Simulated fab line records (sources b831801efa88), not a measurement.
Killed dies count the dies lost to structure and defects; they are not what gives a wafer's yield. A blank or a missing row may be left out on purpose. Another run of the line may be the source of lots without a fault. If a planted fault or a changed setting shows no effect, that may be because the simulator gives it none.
What tool caused it? -- flow sky130 -- 12 lots, 36 wafers sampled, at 4 steps of a route of 708

## WHAT THE GAUGES SHOWED, per wafer
SKY_SONOS_ONO_OVL_MEAS_14. Usual: SONOS_ONO_OVL gives 1.0 nm (standard deviation 1.3).
lot,measured,on,SONOS_ONO_OVL (nm),flag
L446,day 12 12:37,overlay-02,-0.1 -0.5 0.8,
L449,day 13 18:25,overlay-01,1.1 2.4 3.2,
L452,day 15 12:47,overlay-01,1.3 0.4 2.5,
L453,day 15 14:20,overlay-01,1.6 1.0 1.2,
L455,day 16 08:54,overlay-02,0.0 1.8 1.4,
L461,day 17 18:13,overlay-02,1.8 1.6 3.4,
L460,day 17 23:40,overlay-01,0.7 2.7 2.2,
L463,day 18 18:25,overlay-02,0.6 0.1 1.9,
L464,day 18 23:38,overlay-01,3.2 3.7 3.9,
L466,day 19 16:39,overlay-02,-0.2 -0.6 0.2,
L467,day 19 21:17,overlay-01,2.1 0.5 0.2,
L468,day 20 07:23,overlay-01,1.5 -0.4 0.8,

SKY_LI_CONTACT_CD_MEAS_12: target cd 170 nm. Usual: cd-nm reads 170.5 nm (standard deviation 1.8).
lot,measured,on,cd-nm (nm),flag
L446,day 29 00:05,cd-sem-02,170.9 169.7 168.9,
L449,day 30 05:13,cd-sem-02,172.4 172.5 171.9,
L452,day 31 21:00,cd-sem-01,170.2 171.0 169.7,
L453,day 32 03:45,cd-sem-02,171.0 169.6 170.1,
L455,day 32 19:29,cd-sem-02,172.6 172.8 173.0,
L461,day 33 23:56,cd-sem-02,169.4 170.5 168.7,
L460,day 34 03:29,cd-sem-01,171.0 171.7 171.5,
L463,day 34 20:30,cd-sem-02,172.5 172.2 171.6,
L464,day 35 01:19,cd-sem-02,161.5 153.0 150.1,OFF
L466,day 35 11:26,cd-sem-01,156.0 114.1 116.2,OFF
L467,day 35 18:04,cd-sem-02,169.0 169.4 168.4,
L468,day 36 01:37,cd-sem-01,169.5 171.1 168.3,

## WHICH TOOL RAN EACH LOT (tool, then ch and the chambers of the sampled wafers, then the start)
lot,SKY_LDD_N_STRIP_16,SKY_LI_CONTACT_EXPOSE_09
L446,"plasma-asher-03 ch 0,1, day 17 16:36","krf-scanner-02 ch 0, day 28 09:52"
L449,"plasma-asher-03 ch 0,1, day 19 02:17","krf-scanner-01 ch 0, day 29 15:52"
L452,"plasma-asher-02 ch 0,1, day 20 21:55","krf-scanner-01 ch 0, day 31 08:05"
L453,"plasma-asher-01 ch 0,1, day 21 03:53","krf-scanner-02 ch 0, day 31 14:20"
L455,"plasma-asher-02 ch 0,1, day 21 21:57","krf-scanner-02 ch 0, day 32 06:53"
L461,"plasma-asher-01 ch 0, day 23 07:23","krf-scanner-01 ch 0, day 33 12:08"
L460,"plasma-asher-03 ch 0,1, day 23 13:00","krf-scanner-01 ch 0, day 33 15:28"
L463,"plasma-asher-03 ch 0,1, day 24 05:03","krf-scanner-02 ch 0, day 34 08:06"
L464,"plasma-asher-02 ch 0,1, day 24 11:01","krf-scanner-01 ch 0, day 34 13:46"
L466,"plasma-asher-01 ch 0,1, day 25 03:22","krf-scanner-01 ch 0, day 35 00:07"
L467,"plasma-asher-02 ch 0,1, day 25 08:04","krf-scanner-02 ch 0, day 35 04:03"
L468,"plasma-asher-02 ch 0,1, day 25 16:17","krf-scanner-02 ch 0, day 35 12:35"
- SKY_LDD_N_STRIP_16: strips in O2/N2.
- SKY_LI_CONTACT_EXPOSE_09: exposes mask LICM1, target cd 170 nm.

## WHAT THE TOOLS THEMSELVES READ (means of the sampled wafers that have a number; where no wafer has one, the mark that the record gives instead)
SKY_LDD_N_STRIP_16. Usual: drypump-motor-current-A 5.7 A, standard deviation 0.43; oes-product-au 0.406 a.u., standard deviation 0.0045; strip-time-to-endpoint-s 4.321 s, standard deviation 0.016.
lot,tool,drypump-motor-current-A (A),oes-product-au (a.u.),strip-time-to-endpoint-s (s),flag
L446,plasma-asher-03,5.3,0.408,4.318,
L449,plasma-asher-03,5.6,0.409,4.330,
L452,plasma-asher-02,5.7,0.406,4.335,
L453,plasma-asher-01,5.8,0.404,4.332,
L455,plasma-asher-02,5.9,0.403,4.324,
L461,plasma-asher-01,5.7,0.405,4.318,
L460,plasma-asher-03,5.3,0.407,4.320,
L463,plasma-asher-03,5.3,0.407,4.293,
L464,plasma-asher-02,5.9,0.402,4.320,
L466,plasma-asher-01,6.0,0.410,4.328,
L467,plasma-asher-02,5.7,0.411,4.296,
L468,plasma-asher-02,5.9,0.405,4.341,

## THE ANSWER, worked out from the rows above alone
Rule: a lot is off if the mean of its wafers that have a number lies more than 3 standard deviations from the usual mean. Also off: a lot with no number at a reading for which 4 or more lots have one. Where the step has rows for the other lots, those lots are counted as sound. After the gauges, taken in route order, come the tools' own readings; for these a lot's mean is taken, as printed above. The first step at which some lot is off is used, and at that step the reading that is off furthest; a lot without a number counts as furthest.
Off, at SKY_LI_CONTACT_CD_MEAS_12 on cd-nm: L464, L466.
A tool fits if, at a process step before that reading, it ran every lot that is off, and no sound lot after the first of them. The gauges at SKY_LI_CONTACT_CD_MEAS_12 are tried like those tools. One candidate fits, namely krf-scanner-01 at SKY_LI_CONTACT_EXPOSE_09. A fault onset in the window from L460 (day 33 15:28, its last sound lot) to L464 (day 34 13:46, its first lot off) fits.

## WHAT HAD BEEN PUT IN BY THE SIMULATOR
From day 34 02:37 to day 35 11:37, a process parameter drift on krf-scanner-01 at SKY_LI_CONTACT_EXPOSE_09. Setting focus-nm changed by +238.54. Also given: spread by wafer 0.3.
Struck lots among those shown: L464, L466. The rule above found the same.
